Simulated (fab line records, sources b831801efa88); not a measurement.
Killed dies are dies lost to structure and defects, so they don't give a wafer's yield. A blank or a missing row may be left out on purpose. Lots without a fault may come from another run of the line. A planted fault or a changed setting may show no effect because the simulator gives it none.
One fault seen from 2 desks | flow gf180mcu | each desk has only its own numbers; what lay behind them comes last

THE TOOL OWNER'S DESK: implanter-01
The tool's own readings at GF_PSD_IMPLANT_09: means of the sampled wafers that have a number, for each lot that ran on this tool. A lot is out of limits, marked OUT, if its mean lies more than 4 standard deviations from the usual mean; the brackets give that distance.
Columns: A = beam_energy_keV at GF_PSD_IMPLANT_09, usual 40.000; B = dose_ions_cm2 at GF_PSD_IMPLANT_09, usual 1.4998e+15; C = end_station_pressure_torr at GF_PSD_IMPLANT_09, usual 1.17e-05 Torr; D = faraday_current_uA at GF_PSD_IMPLANT_09, usual 8244
lot  | first seen here | A      | B                            | C        | D
L795 | day 14 09:13    | 40.002 | 1.4980e+15                   | 1.21e-05 | 8279
L797 | day 15 04:00    | 40.003 | 1.5002e+15                   | 1.12e-05 | 8211
L798 | day 15 12:21    | 40.004 | 9.5047e+14 (-99 or more) OUT | 9.60e-06 | 5241 (-21) OUT
L800 | day 16 08:59    | 40.017 | 9.4930e+14 (-99 or more) OUT | 9.20e-06 | 5222 (-22) OUT
L806 | day 18 16:00    | 40.002 | 1.5000e+15                   | 1.22e-05 | 8173
L807 | day 19 06:27    | 39.993 | 1.5005e+15                   | 1.19e-05 | 8125
L808 | day 19 07:47    | 39.997 | 1.4993e+15                   | 1.24e-05 | 8295
L809 | day 19 22:04    | 39.997 | 1.5005e+15                   | 1.10e-05 | 8346
This desk's finding: out of limits on L798, L800; first on L798, day 15 12:21 (dose_ions_cm2 at GF_PSD_IMPLANT_09). In limits: L795, L797, L806, L807, L808, L809.

THE METROLOGY DESK
What the gauges read, lot by lot, whatever tool the lot ran on: means of the sampled wafers that have a number. A lot is out of limits, marked OUT, if its mean lies more than 4 standard deviations from the usual mean; the brackets give that distance.
Columns: A = HV_LDD_4_TW at GF_HV_LDD_TW_MEAS_50, usual 563; B = NSD_TW at GF_NSD_TW_MEAS_12, usual 4223; C = PSD_TW at GF_PSD_TW_MEAS_11, usual 3147; D = PSD_RS at GF_PSD_RS_MEAS_15, usual 108.59 ohm/sq
lot  | first seen here | A   | B    | C              | D
L794 | day 12 12:24    | 564 | 4189 | 3136           | 108.43
L795 | day 12 15:19    | 568 | 4245 | 3145           | 108.47
L797 | day 13 07:52    | 560 | 4269 | 3131           | 108.64
L798 | day 13 18:05    | 564 | 4261 | 2808 (-14) OUT | 139.17 (+99 or more) OUT
L800 | day 14 10:40    | 561 | 4239 | 2871 (-11) OUT | 138.61 (+99 or more) OUT
L806 | day 16 15:23    | 558 | 4192 | 3144           | 109.06
L807 | day 17 03:00    | 563 | 4250 | 3129           | 108.83
L808 | day 17 05:09    | 563 | 4242 | 3175           | 108.69
L809 | day 17 19:05    | 559 | 4245 | 3124           | 108.57
L812 | day 18 17:24    | 561 | 4185 | 3124           | 108.81
L817 | day 20 08:21    | 560 | 4242 | 3185           | 108.78
This desk's finding: out of limits on L798, L800; first on L798, day 15 12:35 (PSD_TW at GF_PSD_TW_MEAS_11). In limits: L794, L795, L797, L806, L807, L808, L809, L812, L817.

PUT TOGETHER
The tool owner's desk could have raised an alarm at day 15 12:21, on L798, L800.
The metrology desk could have raised an alarm at day 15 12:35, on L798, L800.
Of the lots named, all ran GF_PSD_IMPLANT_09 on implanter-01.

WHAT THE SIMULATOR HAD PUT IN
Process parameter drift: implanter-01, from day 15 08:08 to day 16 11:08, at GF_PSD_IMPLANT_09. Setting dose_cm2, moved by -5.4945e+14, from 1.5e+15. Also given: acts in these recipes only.
Lots struck among those shown: L798, L800.
Hours from the fault's start to each desk's first reading out of limits: the tool owner's desk, 4; the metrology desk, 4.
